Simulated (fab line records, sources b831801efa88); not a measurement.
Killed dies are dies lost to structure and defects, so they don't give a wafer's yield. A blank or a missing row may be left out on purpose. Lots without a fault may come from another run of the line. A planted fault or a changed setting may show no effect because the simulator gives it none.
fab line records | flow sky130
record lots=7 wafers=21 last_day=52
route steps=708 shown POLY_CUT@308 SD_P@320 PAD_OPEN@708
lots that met no fault: from a run of the same line without faults
start_h: hours from the record's first day to the start of the lot's first wafer shown | wait_h: hours since the lot's step before | " the same as in the row above | L1.1+2: a row that stands for several wafers | - no value, or no start given | * or withheld: withheld | < > ~ a bound
route shown NAME@n: a module of which the file shows steps, and the number in the route of the first | usual: mean/standard deviation of fault-free wafers | same: alike in all rows | chamber/n: place in a boat | sites: the reading at each site | _std_site: their standard deviation | _edge_site: outer sites' mean less inner sites' | radius_mm: how far each site lies from the wafer's centre | mask NAME#n: copy n | behind: the tool/chamber that last shaped the wafer | hold: why the lot was held/for how many hours/how that ended | device: the transistor (n, p or np) that didn't switch | end of line: the same wafers' tests at the end of the route | a step without rows: its recipe alone | killed: dies lost to structure and defects at the first sort, not the wafer's yield | map: a wafer's dies, x killed, . not, _ none there
set.NAME: the setting as run; set.NAME@STEP: as run at that earlier step | model.NAME: the simulator's own value behind a step, which no gauge read
lots at some steps of the route; a table a step, a row a wafer
services: from which hour (start_h, from the record's first day; less than 0 if before it) a tool's chamber was out of use, for how many hours, and why
## steps
# step SKY_POLY_CUT_HMDS_01
# recipe prime_time_s=60 prime_temp_c=120
# step SKY_POLY_CUT_COAT_02
# recipe resist=BARC temp_c=withheld time_s=withheld spin_rpm=3000 resist_thk_nm=60
# step SKY_POLY_CUT_COAT_03
# recipe resist=KrF-thick spin_rpm=3000 resist_thk_nm=450
# step SKY_POLY_CUT_SOFTBAKE_04
# recipe temp_c=100 time_s=90 resist=KrF-thick
# step SKY_POLY_CUT_EXPOSE_05
# recipe mask_id=NPCM na=0.8 source_shape=annular sigma_inner=0.55 sigma_outer=0.85 target_cd_nm=270 dose_mj=32
# step SKY_POLY_CUT_PEB_06
# recipe peb_temp_c=withheld peb_time_s=withheld resist=KrF-thick
# step SKY_POLY_CUT_DEVELOP_07
# recipe develop_time_s=60 resist=KrF-thick dev_temp_c=21
# step SKY_POLY_CUT_CD_MEAS_08
# recipe target_cd_nm=270
# usual cd_nm=269.9/1.3
# columns lot.wafer tool chamber start_h wait_h cd_nm
L983.2 cd_sem-01 - 593.69 - 269.4
L983.4 " - " " 269.3
L983.6 " - " " 269.2
L984.2 cd_sem-01 - 601.74 - 267.6
L984.3 " - " " 268.0
L984.6 " - " " 268.4
L989.3 cd_sem-02 - 622.56 - 269.6
L989.5 " - " " 269.9
L989.6 " - " " 268.2
L991.2 cd_sem-02 - 623.84 - 271.5
L991.3 " - " " 268.8
L991.6 " - " " 271.2
L103.2 cd_sem-01 - 781.46 - 270.2
L103.4 " - " " 269.5
L103.6 " - " " 272.5
L999.2 cd_sem-01 - 784.89 - 268.6
L999.5 " - " " 270.8
L999.6 " - " " 269.7
L105.3 cd_sem-02 - 789.68 - 271.7
L105.5 " - " " 270.4
L105.6 " - " " 270.0
# step SKY_POLY_CUT_OVL_MEAS_09
# usual POLY_CUT_OVL=-2/6.3
# columns lot.wafer tool chamber start_h wait_h POLY_CUT_OVL[nm]
L983.2 overlay-01 - 593.79 0.1 -9
L983.4 " - " " -4
L983.6 " - " " -9
L984.2 overlay-02 - 601.84 0.1 -3
L984.3 " - " " -13
L984.6 " - " " -5
L989.3 overlay-01 - 622.65 0.1 -3
L989.5 " - " " -7
L989.6 " - " " -9
L991.2 overlay-01 - 623.94 0.1 -3
L991.3 " - " " -4
L991.6 " - " " -3
L103.2 overlay-01 - 781.57 0.1 3
L103.4 " - " " -3
L103.6 " - " " 1
L999.2 overlay-01 - 784.99 0.1 3
L999.5 " - " " -5
L999.6 " - " " -3
L105.3 overlay-02 - 789.78 0.1 -2
L105.5 " - " " 4
L105.6 " - " " 2
# step SKY_POLY_CUT_ETCH_10
# recipe chemistry=N2/H2 target=BARC ion_energy_ev=200 source_w=500 bias_w=100 pressure_mtorr=30 n2_flow_sccm=100 h2_flow_sccm=200 stop_on=SiO2 time_s=45.9 target_depth_a=600
# usual drypump_motor_current_A=5.4/0.5 oes_product_au=0.855/0.0048 throttle_valve_pct=13.222/0.01
# columns lot.wafer tool chamber start_h wait_h drypump_motor_current_A oes_product_au rf_hours_counter_h throttle_valve_pct
L983.2 rie_diel-01 0 593.82 0.0 5.2 0.855 4 13.220
L983.4 " 2 " " 5.5 0.863 9 13.212
L983.6 " 3 " " 5.0 0.857 - 13.210
L984.2 rie_diel-03 3 601.87 0.0 6.3 0.859 15 13.225
L984.3 " 1 " " 6.5 0.851 5 13.223
L984.6 " 2 " " 5.0 0.859 - 13.216
L989.3 rie_diel-03 2 622.67 0.0 4.9 0.861 1 13.223
L989.5 " 3 " " 6.3 0.855 - 13.225
L989.6 " 2 " " 4.9 0.856 - 13.223
L991.2 rie_diel-03 0 623.97 0.0 5.3 0.854 25 13.227
L991.3 " 2 " " 4.9 0.854 1 13.218
L991.6 " 1 " " 6.5 0.855 - 13.234
L103.2 rie_diel-01 2 781.60 0.0 5.5 0.860 14 13.205
L103.4 " 3 " " 5.0 0.861 8 13.219
L103.6 " 2 " " 5.5 0.848 - 13.194
L999.2 rie_diel-03 3 785.02 0.0 6.3 0.857 20 13.228
L999.5 " 2 " " 4.9 0.857 - 13.224
L999.6 " 1 " " 6.5 0.856 - 13.202
L105.3 rie_diel-03 0 789.80 0.0 5.3 0.862 29 13.235
L105.5 " 2 " " 4.9 0.856 - 13.210
L105.6 " 1 " " 6.5 0.855 - 13.223
# step SKY_POLY_CUT_ETCH_11
# recipe target=Si3N4 chemistry=CF4/CH2F2/Ar stop_on=poly-Si source_w=600 bias_w=150 pressure_mtorr=40 cf4_flow_sccm=40 ch2f2_flow_sccm=20 Ar_flow_sccm=150 time_s=42.5 target_depth_a=600
# usual drypump_motor_current_A=5.4/0.5 oes_product_au=0.826/0.0069 throttle_valve_pct=14.993/0.0095
# columns lot.wafer tool chamber start_h wait_h drypump_motor_current_A oes_product_au rf_hours_counter_h throttle_valve_pct
L983.2 rie_diel-01 0 593.87 0.0 5.2 0.831 4 15.003
L983.4 " 2 " " 5.5 0.832 9 14.992
L983.6 " 3 " " 5.0 0.837 - 14.986
L984.2 rie_diel-03 3 601.92 0.0 6.3 0.827 15 14.994
L984.3 " 1 " " 6.5 0.826 5 14.993
L984.6 " 2 " " 4.9 0.828 - 15.010
L989.3 rie_diel-03 2 622.72 0.0 4.9 0.825 1 15.001
L989.5 " 3 " " 6.3 0.816 - 14.981
L989.6 " 2 " " 4.9 0.823 - 14.991
L991.2 rie_diel-03 0 624.02 0.0 5.3 0.835 25 14.990
L991.3 " 2 " " 4.9 0.833 1 14.982
L991.6 " 1 " " 6.5 0.833 - 15.008
L103.2 rie_diel-01 2 781.64 0.0 5.5 0.805 14 15.004
L103.4 " 3 " " 5.0 0.829 8 14.983
L103.6 " 2 " " 5.4 0.808 - 14.991
L999.2 rie_diel-03 3 785.07 0.0 6.3 0.827 20 15.002
L999.5 " 2 " " 5.0 0.832 - 14.997
L999.6 " 1 " " 6.5 0.829 - 14.994
L105.3 rie_diel-03 0 789.84 0.0 5.3 0.822 29 14.996
L105.5 " 2 " " 4.9 0.832 - 15.004
L105.6 " 1 " " 6.5 0.832 - 14.995
# step SKY_POLY_CUT_STRIP_12
# recipe chemistry=O2/N2 power_w=1400 pressure_mtorr=1500 platen_temp_c=withheld o2_flow_sccm=3000 n2_flow_sccm=300 overash_fraction=0.5
# usual drypump_motor_current_A=5.67/0.26 oes_product_au=0.452/0.0044 strip_time_to_endpoint_s=5.358/0.015
# columns lot.wafer tool chamber start_h wait_h drypump_motor_current_A oes_product_au rf_hours_counter_h strip_time_to_endpoint_s
L983.2 plasma_asher-03 0 593.91 0.0 5.46 0.455 73 5.349
L983.4 " 1 " " 5.16 0.451 - 5.357
L983.6 " 0 " " 5.43 0.449 - 5.378
L984.2 plasma_asher-03 0 601.96 0.0 5.48 0.448 74 5.364
L984.3 " 0 " " 5.49 0.457 - 5.360
L984.6 " 1 " " 5.14 0.449 - 5.362
L989.3 plasma_asher-03 0 622.79 0.1 5.46 0.449 - 5.392
L989.5 " 0 " " 5.46 0.457 - 5.382
L989.6 " 1 " " 5.13 0.457 - 5.375
L991.2 plasma_asher-01 1 624.06 0.0 5.78 0.455 20 5.351
L991.3 " 1 " " 5.77 0.443 - 5.358
L991.6 " 0 " " 5.94 0.453 - 5.350
L103.2 plasma_asher-01 1 781.68 0.0 5.77 0.459 34 5.361
L103.4 " 1 " " 5.74 0.452 - 5.356
L103.6 " 0 " " 5.91 0.448 - 5.372
L999.2 plasma_asher-01 0 785.11 0.0 5.94 0.447 35 5.343
L999.5 " 1 " " 5.73 0.455 - 5.363
L999.6 " 0 " " 5.94 0.448 - 5.358
L105.3 plasma_asher-01 1 789.92 0.1 5.75 0.460 - 5.346
L105.5 " 1 " " 5.76 0.454 - 5.363
L105.6 " 0 " " 5.92 0.452 - 5.360
# step SKY_SD_P_DEHYDRATE_00
# recipe temp_c=200 time_s=60
# usual chill_plate_temp_C=23.02/0.11 heater_power_total_W=160.39/0.13 plate_temp_C=200.00/0.16
# columns lot.wafer tool chamber start_h wait_h chill_plate_temp_C heater_power_total_W plate_temp_C
L983.2 litho_track-04 0 609.49 15.6 23.03 160.36 199.79
L983.4 " 0 " " 22.94 160.19 200.20
L983.6 " 0 " " 22.93 160.45 200.01
L984.2 litho_track-02 0 617.02 15.0 23.22 160.13 200.11
L984.3 " 0 " " 23.11 160.48 200.19
L984.6 " 0 " " 23.03 160.44 200.20
L989.3 litho_track-04 0 636.87 14.0 22.92 160.35 199.99
L989.5 " 0 " " 22.96 160.55 200.03
L989.6 " 0 " " 22.90 160.14 200.18
L991.2 litho_track-04 0 638.24 14.2 23.05 160.41 200.23
L991.3 " 0 " " 23.06 160.46 199.91
L991.6 " 0 " " 22.95 160.49 199.84
L103.2 litho_track-02 0 795.12 13.4 23.05 153.94 193.39
L103.4 " 0 " " 22.90 153.82 193.68
L103.6 " 0 " " 22.91 153.92 193.76
L999.2 litho_track-02 0 797.57 12.4 23.00 153.73 193.50
L999.5 " 0 " " 22.99 153.76 193.41
L999.6 " 0 " " 23.07 153.88 193.53
L105.3 litho_track-02 0 802.89 12.9 23.22 153.70 193.72
L105.5 " 0 " " 22.95 153.88 193.72
L105.6 " 0 " " 23.20 154.03 193.45
# step SKY_SD_P_HMDS_01
# recipe prime_time_s=60 prime_temp_c=120
# step SKY_PAD_OPEN_PROBE_99
# usual killed_at_M0_to_M3=45/6.3 killed_at_M4_up=2.8/1.6 killed_at_contacts=24/5.1 killed_at_front_end=14/4.4 killed_at_other=0.4/0.73 killed_dies=86/9 killed_open=47/7.8 killed_short=39/6.6
# same gross_dies=492 killed_at_back_side=0
# columns lot.wafer tool chamber start_h wait_h killed_at_M0_to_M3 killed_at_M4_up killed_at_contacts killed_at_front_end killed_at_other killed_dies killed_open killed_short
L983.2 prober-01 - 1117.99 0.1 41 1 26 7 1 76 44 32
L983.4 prober-01 - 1118.09 0.2 34 2 32 11 0 79 45 34
L983.6 prober-01 - 1118.19 0.2 45 2 31 15 1 94 48 46
L984.2 prober-02 - 1124.38 0.1 39 3 30 16 1 89 45 44
L984.3 prober-02 - 1124.43 0.2 39 3 25 21 0 88 52 36
L984.6 prober-02 - 1124.58 0.2 43 2 23 18 0 86 43 43
L989.3 prober-01 - 1136.70 0.2 40 3 21 13 1 78 43 35
L989.5 prober-01 - 1136.80 0.2 49 4 21 6 1 81 38 43
L989.6 prober-01 - 1136.85 0.2 49 3 21 12 1 86 47 39
L991.2 prober-02 - 1139.65 0.1 41 2 22 15 0 80 41 39
L991.3 prober-02 - 1139.70 0.2 42 5 28 17 0 92 43 49
L991.6 prober-02 - 1139.85 0.2 41 3 24 17 0 85 47 37
L103.2 prober-01 - 1239.98 0.1 49 3 32 11 0 95 46 49
L103.4 prober-01 - 1240.08 0.2 46 1 28 14 0 89 48 40
L103.6 prober-01 - 1240.18 0.2 40 3 20 21 1 85 52 32
L999.2 prober-02 - 1241.21 0.1 44 4 20 16 0 84 49 35
L999.5 prober-02 - 1241.36 0.2 51 3 17 24 0 95 43 52
L999.6 prober-02 - 1241.41 0.2 42 1 14 10 0 67 35 32
L105.3 prober-01 - 1244.26 0.2 40 1 31 16 1 89 45 43
L105.5 prober-01 - 1244.36 0.2 51 1 37 17 0 106 56 49
L105.6 prober-01 - 1244.41 0.2 44 5 16 20 1 86 37 49
# killed by level:class
L983.2 VIA1:geometric_particle:open=13 LI_CONTACT:geometric_particle:open=8 CONTACT:geometric_particle:open=8 VIA3:geometric_particle:short=5 VIA2:geometric_particle:short=4 VIA2:geometric_particle:open=4 METAL3:geometric_particle:short=3 LOCAL_INTERCONNECT:geometric_particle:short=3
L983.4 CONTACT:geometric_particle:open=12 LI_CONTACT:geometric_particle:open=9 FIELD_ISO:geometric_particle:open=6 LOCAL_INTERCONNECT:geometric_particle:short=5 METAL1:geometric_particle:short=5 VIA1:geometric_particle:open=5 VIA2:geometric_particle:open=5 VIA3:geometric_particle:open=4
L983.6 CONTACT:geometric_particle:open=12 VIA1:geometric_particle:open=9 CONTACT:geometric_particle:short=7 METAL2:geometric_particle:short=7 POLY_GATE:geometric_particle:open=6 LI_CONTACT:geometric_particle:open=6 METAL1:geometric_particle:short=6 FIELD_ISO:geometric_particle:short=5
L984.2 CONTACT:geometric_particle:open=11 LI_CONTACT:geometric_particle:open=8 VIA1:geometric_particle:open=8 METAL1:geometric_particle:short=8 LI_CONTACT:geometric_particle:short=6 VIA1:geometric_particle:short=5 FIELD_ISO:geometric_particle:short=4 POLY_GATE:geometric_particle:open=4
L984.3 LI_CONTACT:geometric_particle:open=10 POLY_GATE:geometric_particle:open=9 VIA3:geometric_particle:open=8 METAL1:geometric_particle:short=6 LOCAL_INTERCONNECT:geometric_particle:short=5 CONTACT:geometric_particle:open=5 VIA1:geometric_particle:open=5 FIELD_ISO:geometric_particle:short=4
L984.6 LI_CONTACT:geometric_particle:open=10 VIA1:geometric_particle:open=8 POLY_GATE:geometric_particle:short=7 VIA3:geometric_particle:open=7 VIA1:geometric_particle:short=6 VIA2:geometric_particle:open=6 CONTACT:geometric_particle:open=5 METAL1:geometric_particle:short=5
L989.3 CONTACT:geometric_particle:open=7 METAL1:geometric_particle:short=6 VIA3:geometric_particle:open=6 LI_CONTACT:geometric_particle:open=5 VIA1:geometric_particle:short=5 VIA1:geometric_particle:open=5 CONTACT:geometric_particle:short=4 METAL3:geometric_particle:short=4
L989.5 VIA1:geometric_particle:short=8 METAL1:geometric_particle:short=7 VIA1:geometric_particle:open=6 LOCAL_INTERCONNECT:geometric_particle:short=6 VIA3:geometric_particle:open=6 LI_CONTACT:geometric_particle:open=5 METAL2:geometric_particle:short=5 VIA2:geometric_particle:open=5
L989.6 VIA1:geometric_particle:open=13 VIA3:geometric_particle:open=12 CONTACT:geometric_particle:open=10 METAL1:geometric_particle:short=7 VIA1:geometric_particle:short=5 LI_CONTACT:geometric_particle:open=4 LOCAL_INTERCONNECT:geometric_particle:short=4 METAL2:geometric_particle:short=4
L991.2 FIELD_ISO:geometric_particle:short=7 CONTACT:geometric_particle:open=7 VIA2:geometric_particle:open=7 VIA3:geometric_particle:open=7 LI_CONTACT:geometric_particle:open=6 METAL3:geometric_particle:short=6 VIA1:geometric_particle:open=5 POLY_GATE:geometric_particle:short=4
L991.3 LI_CONTACT:geometric_particle:open=9 VIA1:geometric_particle:open=9 VIA2:geometric_particle:open=8 CONTACT:geometric_particle:short=7 LOCAL_INTERCONNECT:geometric_particle:short=7 VIA3:geometric_particle:open=7 POLY_GATE:geometric_particle:short=5 METAL1:geometric_particle:short=5
L991.6 VIA1:geometric_particle:open=10 LI_CONTACT:geometric_particle:open=8 FIELD_ISO:geometric_particle:short=7 VIA2:geometric_particle:open=7 METAL1:geometric_particle:short=6 CONTACT:geometric_particle:open=6 VIA3:geometric_particle:open=5 VIA1:geometric_particle:short=4
L103.2 CONTACT:geometric_particle:open=10 VIA2:geometric_particle:open=9 VIA1:geometric_particle:open=9 LI_CONTACT:geometric_particle:short=8 LOCAL_INTERCONNECT:geometric_particle:short=6 METAL2:geometric_particle:short=5 VIA3:geometric_particle:short=5 VIA3:geometric_particle:open=5
L103.4 VIA1:geometric_particle:open=10 CONTACT:geometric_particle:open=9 VIA3:geometric_particle:open=9 VIA1:geometric_particle:short=7 LI_CONTACT:geometric_particle:open=7 CONTACT:geometric_particle:short=4 LOCAL_INTERCONNECT:geometric_particle:short=4 METAL1:geometric_particle:short=4
L103.6 VIA1:geometric_particle:open=13 CONTACT:geometric_particle:open=11 METAL2:geometric_particle:short=9 FIELD_ISO:geometric_particle:open=5 LI_CONTACT:geometric_particle:open=5 VIA2:geometric_particle:open=5 POLY_GATE:geometric_particle:open=4 VIA1:geometric_particle:short=4
L999.2 VIA1:geometric_particle:open=12 CONTACT:geometric_particle:open=8 CONTACT:geometric_particle:short=7 VIA2:geometric_particle:open=7 FIELD_ISO:geometric_particle:open=5 METAL2:geometric_particle:short=4 METAL1:geometric_particle:short=4 METAL2:geometric_particle:open=4
L999.5 VIA2:geometric_particle:open=10 METAL1:geometric_particle:short=8 METAL2:geometric_particle:short=8 FIELD_ISO:geometric_particle:short=7 VIA1:geometric_particle:open=7 LI_CONTACT:geometric_particle:open=4 FIELD_ISO:geometric_particle:open=4 POLY_GATE:geometric_particle:short=4
L999.6 VIA3:geometric_particle:open=9 VIA1:geometric_particle:open=8 METAL2:geometric_particle:short=7 CONTACT:geometric_particle:open=5 METAL1:geometric_particle:short=5 VIA2:geometric_particle:open=4 LI_CONTACT:geometric_particle:short=4 VIA1:geometric_particle:short=4
L105.3 CONTACT:geometric_particle:open=12 VIA1:geometric_particle:open=8 CONTACT:geometric_particle:short=7 VIA3:geometric_particle:short=6 POLY_GATE:geometric_particle:short=5 METAL2:geometric_particle:short=5 VIA3:geometric_particle:open=5 FIELD_ISO:geometric_particle:short=4
L105.5 LI_CONTACT:geometric_particle:open=11 CONTACT:geometric_particle:short=11 CONTACT:geometric_particle:open=10 VIA1:geometric_particle:open=10 METAL2:geometric_particle:short=10 VIA2:geometric_particle:open=7 VIA3:geometric_particle:open=6 FIELD_ISO:geometric_particle:open=4
L105.6 CONTACT:geometric_particle:open=9 METAL2:geometric_particle:short=7 VIA2:geometric_particle:short=7 VIA2:geometric_particle:open=7 METAL1:geometric_particle:short=6 FIELD_ISO:geometric_particle:short=5 FIELD_ISO:geometric_particle:open=4 POLY_GATE:geometric_particle:short=4
## services
# columns tool chamber start_h hours kind
rie_diel-03 2 574.98 - clean
rie_diel-03 2 574.98 25.4 scheduled_down
rie_diel-03 2 574.98 25.4 vent_cycle
plasma_asher-03 - 629.99 2.8 pm
plasma_asher-01 - 636.26 12.8 repair
plasma_asher-03 - 640.92 17.2 repair
rie_diel-03 3 660.44 1.5 repair
rie_diel-01 2 665.74 10.8 repair
rie_diel-03 - 670.15 2.8 pm
rie_diel-01 0 683.21 6.3 repair
rie_diel-03 3 685.94 14.0 repair
plasma_asher-03 - 693.20 7.3 repair
rie_diel-03 1 693.32 4.1 repair
plasma_asher-01 - 719.65 2.8 pm
litho_track-04 - 739.97 - consumable_replace:filter
plasma_asher-03 - 784.23 14.6 pm
rie_diel-01 3 799.99 11.3 repair
## key
first_sign step=SKY_SD_P_DEHYDRATE_00 reading=heater_power_total_W direction=down sigmas=49 usual=* struck=*
effect step=SKY_SD_P_DEHYDRATE_00 reading=plate_temp_C direction=down sigmas=41 usual=* struck=*
met_at SKY_SD_P_DEHYDRATE_00
struck_wafers L999.2,L999.5,L999.6,L103.2,L103.4,L103.6,L105.3,L105.5,L105.6
tester_left_out L999,L103,L105
onset_between 617.02 795.12
fault kind=process_parameter_drift tool=litho_track-02 chamber=- onset_h=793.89 steps=SKY_SD_P_DEHYDRATE_00 channel=temp_c offset=* shape=step end_h=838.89 acts_in=* stated=*
# tester_left_out: of these lots the tester's yield and bins aren't shown, on N5 and GAA mostly nor the transistor test; their killed dies are dies lost to structure and defects alone, not to doping, threshold or leakage, so they don't give the yield
